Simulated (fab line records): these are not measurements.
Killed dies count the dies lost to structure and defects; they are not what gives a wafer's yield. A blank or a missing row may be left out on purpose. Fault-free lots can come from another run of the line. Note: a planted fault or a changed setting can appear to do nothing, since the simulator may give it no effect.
Chamber matching -- flow sky130 -- SKY_VIA3_CMP_02 on cmp-02: 4 sister chambers
The step polishes SiO2. 4 wafers are shown with their chamber, then 9 later ones without.

== EACH WAFER AND ITS CHAMBER ==
wafer,chamber,slurry_filter_dp_kPa (kPa)
L998.6,2,13.70
L102.1,3,13.37
L102.3,1,13.51
L102.6,0,13.53

== WAFERS WITHOUT THEIR CHAMBER ==
wafer,slurry_filter_dp_kPa (kPa)
L109.1,13.59
L109.4,13.26
L109.6,13.58
L111.1,13.43
L111.3,13.44
L111.5,13.64
L112.3,13.46
L112.4,13.48
L112.6,13.34

== CHAMBER TAKEN BY EACH ==
wafer,from the rows above,in truth
L109.1,can't be placed: 0 or 1 or 2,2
L109.4,3,3
L109.6,can't be placed: 0 or 1 or 2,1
L111.1,can't be placed: 3 or 1 or 0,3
L111.3,can't be placed: 1 or 3 or 0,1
L111.5,can't be placed: 2 or 0 or 1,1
L112.3,can't be placed: 1 or 0 or 3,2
L112.4,can't be placed: 1 or 0 or 3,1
L112.6,3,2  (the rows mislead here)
Correct placement for 1 of the 9. These rows do not allow placing 7 (true chamber among the candidates in 6). Number placed wrongly: 1.
How it was worked out, from the rows above alone: a wafer's distance from a chamber is the root of the sum, over the readings, of the square of ((its reading less the chamber's mean) divided by the reading's scatter). The wafer belongs to the nearest chamber; if the next one is less than 2 further off, it can't be placed. Each chamber's mean is taken over the wafers shown for it. The scatter (one wafer shown for each chamber): square how far every hidden wafer sits from the nearest shown wafer, average those squares and take the square root.
